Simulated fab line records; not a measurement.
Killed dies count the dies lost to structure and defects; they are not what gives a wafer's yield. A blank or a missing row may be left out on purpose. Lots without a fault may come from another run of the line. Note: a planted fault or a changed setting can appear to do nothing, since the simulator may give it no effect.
A struck lot beside a sound one / flow sky130 / 17 out of 708 route steps
Sound: the wafers L758.1, L758.2, L758.5. Wafers struck: L757.3, L757.5, L757.6. The cause comes at the end.
Per side, at each step with rows, come the tool, then ch with its chambers, and then its first start. Under that, the readings that differ: sound wafers / struck wafers / difference of the means / sigmas: that difference in standard deviations of wafers without a fault.
alike: same words and numbers on both sides, and readings whose means sit less than 2 such deviations apart. not compared: any withheld reading, any reading some wafer has no value for, any bound like >300 that may hide the same value, and any number with overlapping values for which the record gives no deviation.
A row with sigmas, a row that says differs or no value, or rows on one side alone: a step with any of these is where the two part. When numbers do not overlap yet have no deviation, they are printed without sigmas and do not part them. Lack of a reading on every wafer of one side parts them only where that side has two or more wafers.

first, 1 step without rows for these wafers: SKY_FIELD_ISO_CVD_03 (deposits Si3N4 from DCS/NH3, target thk 165 nm, time 2830 s).
SKY_FIELD_ISO_THK_MEAS_04:
  sound on film metro-03, day 5 14:26; struck on film metro-03, day 5 12:41
  alike: FIELD_ISO_CVD_03_THK
then, 8 steps without rows for these wafers: SKY_FIELD_ISO_DEHYDRATE_05 (time 60 s); SKY_FIELD_ISO_HMDS_06 (prime time 60 s); SKY_FIELD_ISO_COAT_07 (resist thk 60 nm); SKY_FIELD_ISO_COAT_08 (resist thk 450 nm); SKY_FIELD_ISO_SOFTBAKE_09 (time 90 s); SKY_FIELD_ISO_EXPOSE_10 (exposes mask FOM, target cd 150 nm); SKY_FIELD_ISO_PEB_11; SKY_FIELD_ISO_DEVELOP_12 (develop time 60 s).
SKY_FIELD_ISO_CD_MEAS_13: target cd 150 nm.
  sound on cd sem-01, day 6 09:45; struck on cd sem-01, day 6 07:26
  alike: cd nm
SKY_FIELD_ISO_ETCH_14: etches BARC in N2/H2, stops on SiO2, time 45.9 s, target depth 60 nm.
  sound on rie diel-01 ch 0,3, day 6 09:52; struck on rie diel-03 ch 0,3, day 6 07:31
reading=throttle valve pct (%); sound=13.212 13.210 13.224; struck=13.240 13.238 13.232; difference=+0.021; sigmas=+2
  alike: bias w, chamber pressure mTorr, drypump motor current A, oes product au
  not compared: rf hours counter h
SKY_FIELD_ISO_ETCH_15: etches the open film in CHF3/O2, stops on Si, target depth 180 nm, time 72 s.
  sound on rie diel-01 ch 0,3, day 6 09:55; struck on rie diel-03 ch 0,3, day 6 07:34
  no value came back on the struck wafers for any of 5 readings (O2_flow_sccm (sccm), bias w (W) and others); on the sound wafers O2_flow_sccm (sccm) reads 5.017 5.000 4.997
reading=model.KrF-thick_of_FIELD_ISO_COAT_08.thk nm (nm); sound=237.9 239 237.8; struck=387.8 388.2 387.6; difference=+149.6; sigmas=
  not compared: rf hours counter h, model.FIELD_ISO.cd nm
SKY_FIELD_ISO_STRIP_16: strips in O2/N2.
  sound on plasma asher-01 ch 0,1, day 6 09:58; struck on plasma asher-04 ch 0,1, day 6 07:39
reading=oes product au (a.u.); sound=0.376 0.378 0.377; struck=0.448 0.445 0.446; difference=+0.069; sigmas=+15
reading=strip time to endpoint s (s); sound=3.56 3.58 3.57; struck=5.16 5.17 5.17; difference=+1.60; sigmas=+30
  alike: drypump motor current A
  not compared: rf hours counter h
SKY_FIELD_ISO_ETCH_17: etches Si in HBr/Cl2/O2, target depth 342 nm, time 97.7 s.
  sound on rie si-02 ch 1,2,3, day 6 10:04; struck on rie si-01 ch 1,2, day 6 07:43
reading=O2_flow_sccm (sccm); sound=5.988 5.978 5.962; struck=6.030 6.053 6.039; difference=+0.065; sigmas=+3
reading=drypump motor current A (A); sound=5.7 6.3 5.7; struck=5.0 5.2 5.0; difference=-0.8; sigmas=-2
  alike: HBr_flow_sccm, oes product au, throttle valve pct
  not compared: rf hours counter h, model.FIELD_ISO.cd nm
then, 1 step without rows for these wafers: SKY_FIELD_ISO_WET_ETCH_18 (etches Si3N4 in H3PO4, target depth 25 nm, time 286 s).
-- a jump in the record: the struck wafers' starts before and after are 44 days apart (it breaks off in module FIELD_ISO and resumes in module PAD_OPEN, where the first step shown is number 708 of the route) --
SKY_PAD_OPEN_PROBE_99:
  sound on prober-02, day 50 04:24; struck on prober-01, day 50 01:58
reading=hold; sound=- - -; struck=await dispo/2.3h/scrap await dispo/2.3h/scrap await dispo/2.3h/scrap; difference=no value on the sound wafers; sigmas=
reading=killed at front end; sound=13 15 15; struck=409 415 411; difference=+397; sigmas=+95
reading=killed dies; sound=81 100 79; struck=492 492 492; difference=+405; sigmas=+44
reading=killed on rim; sound=5 24 18; struck=96 96 96; difference=+80; sigmas=+19
  alike: killed_at_M0_to_M3, killed_at_M4_up, killed at contacts, killed at other, killed open, killed short

== WHERE THEY PART ==
Earliest at SKY_FIELD_ISO_ETCH_14; latest, in this record, at SKY_PAD_OPEN_PROBE_99.

WHY: whatever the simulator had introduced
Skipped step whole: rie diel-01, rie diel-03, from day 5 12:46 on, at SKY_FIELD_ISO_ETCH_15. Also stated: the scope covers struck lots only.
